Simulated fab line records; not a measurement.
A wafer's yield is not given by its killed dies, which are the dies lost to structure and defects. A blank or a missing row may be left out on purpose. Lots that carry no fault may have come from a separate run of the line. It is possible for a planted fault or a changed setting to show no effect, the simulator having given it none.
The tool behind it: which one? :: flow gf180mcu :: Sampling: 11 lots, 33 wafers, 6 of 602 route steps

WHAT THE GAUGES READ, wafer by wafer
GF_M3_RS_MEAS_05: uses a four-point probe to measure.
lot: L957
measured: day 20 13:59
on: film metro-04
M3_ALCU_RS (ohm/sq): 0.0686 0.0693 0.0694

lot: L958
measured: day 20 16:37
on: film metro-04
M3_ALCU_RS (ohm/sq): 0.0685 0.0676 0.0681

lot: L966
measured: day 23 20:02
on: film metro-03
M3_ALCU_RS (ohm/sq): 0.0685 0.0680 0.0691

lot: L967
measured: day 24 04:56
on: film metro-04
M3_ALCU_RS (ohm/sq): 0.0698 0.0700 0.0694

lot: L968
measured: day 24 08:46
on: film metro-04
M3_ALCU_RS (ohm/sq): 0.0700 0.0692 0.0689

lot: L974
measured: day 26 12:51
on: film metro-01
M3_ALCU_RS (ohm/sq): 0.0694 0.0684 0.0694

lot: L976
measured: day 26 21:41
on: film metro-01
M3_ALCU_RS (ohm/sq): 0.0696 0.0697 0.0695

lot: L977
measured: day 27 14:11
on: film metro-03
M3_ALCU_RS (ohm/sq): 0.0701 0.0700 0.0702

lot: L978
measured: day 27 20:24
on: film metro-03
M3_ALCU_RS (ohm/sq): 0.0689 0.0696 0.0701

lot: L979
measured: day 28 04:00
on: film metro-04
M3_ALCU_RS (ohm/sq): 0.0704 0.0702 0.0706

lot: L980
measured: day 28 12:31
on: film metro-03
M3_ALCU_RS (ohm/sq): 0.0689 0.0690 0.0692

GF_V3_CD_MEAS_14 targets a cd of 260 nm.
lot: L957
measured: day 22 14:48
on: cd sem-02
cd nm (nm): 260.0 260.4 259.8

lot: L958
measured: day 22 17:58
on: cd sem-02
cd nm (nm): 258.3 260.6 260.0

lot: L966
measured: day 25 17:09
on: cd sem-01
cd nm (nm): 259.3 259.4 258.9

lot: L967
measured: day 26 02:12
on: cd sem-01
cd nm (nm): 261.2 260.6 260.2

lot: L968
measured: day 26 04:44
on: cd sem-02
cd nm (nm): 257.2 259.3 259.6

lot: L974
measured: day 28 05:49
on: cd sem-02
cd nm (nm): 261.4 261.1 260.6

lot: L976
measured: day 28 14:26
on: cd sem-01
cd nm (nm): 259.9 261.5 260.9

lot: L977
measured: day 29 06:02
on: cd sem-01
cd nm (nm): 260.0 259.9 259.6

lot: L978
measured: day 29 12:51
on: cd sem-01
cd nm (nm): 261.7 261.2 261.0

lot: L979
measured: day 29 19:55
on: cd sem-01
cd nm (nm): 259.9 260.8 260.8

lot: L980
measured: day 30 03:59
on: cd sem-01
cd nm (nm): 258.4 258.0 257.6

GF_V3_RS_MEAS_24: uses a four-point probe to measure.
lot: L957
measured: day 22 15:52
on: film metro-03
V3_W_RS (ohm/sq): 0.321 0.327 0.318

lot: L958
measured: day 22 19:02
on: film metro-01
V3_W_RS (ohm/sq): 0.334 0.322 0.336

lot: L966
measured: day 25 18:11
on: film metro-02
V3_W_RS (ohm/sq): 0.321 0.333 0.333

lot: L967
measured: day 26 03:14
on: film metro-02
V3_W_RS (ohm/sq): 0.414 0.329 0.416

lot: L968
measured: day 26 05:46
on: film metro-01
V3_W_RS (ohm/sq): 0.329 0.421 0.418

lot: L974
measured: day 28 06:51
on: film metro-03
V3_W_RS (ohm/sq): 0.323 0.327 0.323

lot: L976
measured: day 28 15:31
on: film metro-01
V3_W_RS (ohm/sq): 0.332 0.324 0.330

lot: L977
measured: day 29 07:08
on: film metro-02
V3_W_RS (ohm/sq): 0.336 0.322 0.331

lot: L978
measured: day 29 13:55
on: film metro-01
V3_W_RS (ohm/sq): 0.330 0.325 0.324

lot: L979
measured: day 29 20:57
on: film metro-02
V3_W_RS (ohm/sq): 0.325 0.328 0.322

lot: L980
measured: day 30 05:01
on: film metro-03
V3_W_RS (ohm/sq): 0.330 0.326 0.331

GF_V3_THK_MEAS_25: measures by xrf.
lot: L957
measured: day 22 15:58
on: film metro-03
V3_W_THK (nm): 359 351 362

lot: L958
measured: day 22 19:08
on: film metro-01
V3_W_THK (nm): 345 359 342

lot: L966
measured: day 25 18:18
on: film metro-02
V3_W_THK (nm): 359 348 348

lot: L967
measured: day 26 03:21
on: film metro-02
V3_W_THK (nm): 283 352 280

lot: L968
measured: day 26 05:52
on: film metro-01
V3_W_THK (nm): 342 270 271

lot: L974
measured: day 28 06:58
on: film metro-03
V3_W_THK (nm): 355 348 354

lot: L976
measured: day 28 15:37
on: film metro-01
V3_W_THK (nm): 340 349 341

lot: L977
measured: day 29 07:16
on: film metro-02
V3_W_THK (nm): 344 360 350

lot: L978
measured: day 29 14:02
on: film metro-01
V3_W_THK (nm): 338 349 350

lot: L979
measured: day 29 21:04
on: film metro-02
V3_W_THK (nm): 356 354 360

lot: L980
measured: day 30 05:08
on: film metro-03
V3_W_THK (nm): 349 352 346

TOOL THAT RAN EACH LOT (tool first, then ch and the chambers of the sampled wafers, then the start)
lot: L957
GF_M3_SPUTTER_03: pvd sputter-03, day 20 13:53
GF_V3_CVD_23: cvd w-02 ch 0,1, day 22 15:44

lot: L958
GF_M3_SPUTTER_03: pvd sputter-02, day 20 16:32
GF_V3_CVD_23: cvd w-02 ch 0,1, day 22 18:54

lot: L966
GF_M3_SPUTTER_03: pvd sputter-03, day 23 19:58
GF_V3_CVD_23: cvd w-02 ch 0,1, day 25 18:04

lot: L967
GF_M3_SPUTTER_03: pvd sputter-04, day 24 04:52
GF_V3_CVD_23: cvd w-01 ch 0,1, day 26 03:07

lot: L968
GF_M3_SPUTTER_03: pvd sputter-04, day 24 08:40
GF_V3_CVD_23: cvd w-01 ch 0,1, day 26 05:40

lot: L974
GF_M3_SPUTTER_03: pvd sputter-03, day 26 12:46
GF_V3_CVD_23: cvd w-02 ch 0,1, day 28 06:43

lot: L976
GF_M3_SPUTTER_03: pvd sputter-04, day 26 21:36
GF_V3_CVD_23: cvd w-02 ch 0,1, day 28 15:23

lot: L977
GF_M3_SPUTTER_03: pvd sputter-04, day 27 14:07
GF_V3_CVD_23: cvd w-02 ch 0,1, day 29 07:02

lot: L978
GF_M3_SPUTTER_03: pvd sputter-02, day 27 20:20
GF_V3_CVD_23: cvd w-02 ch 0,1, day 29 13:48

lot: L979
GF_M3_SPUTTER_03: pvd sputter-02, day 28 03:55
GF_V3_CVD_23: cvd w-01 ch 0,1, day 29 20:49

lot: L980
GF_M3_SPUTTER_03: pvd sputter-04, day 28 12:28
GF_V3_CVD_23: cvd w-01 ch 0,1, day 30 04:55
- GF_M3_SPUTTER_03: material Ti, target thk 10 nm, time 6.7 s.
- GF_V3_CVD_23: deposits W, target thk 350 nm, time 104.9 s.

AS READ BY THE TOOLS THEMSELVES (means over the sampled wafers that have a number; for cases with no such wafer, the mark the record gives instead)
GF_M3_SPUTTER_03.
lot: L957
tool: pvd sputter-03
throttle valve pct (%): 30.3

lot: L958
tool: pvd sputter-02
throttle valve pct (%): 30.7

lot: L966
tool: pvd sputter-03
throttle valve pct (%): 30.2

lot: L967
tool: pvd sputter-04
throttle valve pct (%): 30.6

lot: L968
tool: pvd sputter-04
throttle valve pct (%): 30.6

lot: L974
tool: pvd sputter-03
throttle valve pct (%): 29.9

lot: L976
tool: pvd sputter-04
throttle valve pct (%): 30.9

lot: L977
tool: pvd sputter-04
throttle valve pct (%): 30.9

lot: L978
tool: pvd sputter-02
throttle valve pct (%): 30.8

lot: L979
tool: pvd sputter-02
throttle valve pct (%): 30.7

lot: L980
tool: pvd sputter-04
throttle valve pct (%): 31.3

GF_V3_CVD_23.
lot: L957
tool: cvd w-02
heater power w (W): 898
susceptor temp C (C): 400.18

lot: L958
tool: cvd w-02
heater power w (W): 898
susceptor temp C (C): 400.14

lot: L966
tool: cvd w-02
heater power w (W): 889
susceptor temp C (C): 399.94

lot: L967
tool: cvd w-01
heater power w (W): 876
susceptor temp C (C): 400.01

lot: L968
tool: cvd w-01
heater power w (W): 872
susceptor temp C (C): 399.77

lot: L974
tool: cvd w-02
heater power w (W): 922
susceptor temp C (C): 399.96

lot: L976
tool: cvd w-02
heater power w (W): 903
susceptor temp C (C): 399.92

lot: L977
tool: cvd w-02
heater power w (W): 921
susceptor temp C (C): 399.93

lot: L978
tool: cvd w-02
heater power w (W): 944
susceptor temp C (C): 399.86

lot: L979
tool: cvd w-01
heater power w (W): 857
susceptor temp C (C): 400.13

lot: L980
tool: cvd w-01
heater power w (W): 928
susceptor temp C (C): 399.98

THE ANSWER, worked out from the rows above alone
Rule: what is usual is taken from the lots themselves. The widest of any qualifying gaps counts: lots, ordered by their means at a reading, are off when they make up no more than a third of the lots, leave a main group of 4 or more, and stand apart from it by 3 or more times the standard deviation of that group's means. Not used: any main group whose means are identical at the precision the tables above print for the reading. A lot without any number at a reading at which 4 lots or more have one is off too. Any other lot the step has rows for is counted as sound. After the gauges, taken in route order, come the tools' own readings; for these a lot's mean is taken, as printed above. At the first step where some lot is off, the reading lying furthest off is the one used; lots without a number count as furthest.
Off: L967, L968, seen at GF_V3_RS_MEAS_24 (V3_W_RS). For the main group the mean is 0.327 ohm/sq and the standard deviation 0.0027.
A tool fits if, at a process step before that reading, it ran every lot that is off, and no sound lot after the first of them. Gauges at GF_V3_RS_MEAS_24: tried the same way as those tools. None of those tried fits.

WHAT THE SIMULATOR PUT IN
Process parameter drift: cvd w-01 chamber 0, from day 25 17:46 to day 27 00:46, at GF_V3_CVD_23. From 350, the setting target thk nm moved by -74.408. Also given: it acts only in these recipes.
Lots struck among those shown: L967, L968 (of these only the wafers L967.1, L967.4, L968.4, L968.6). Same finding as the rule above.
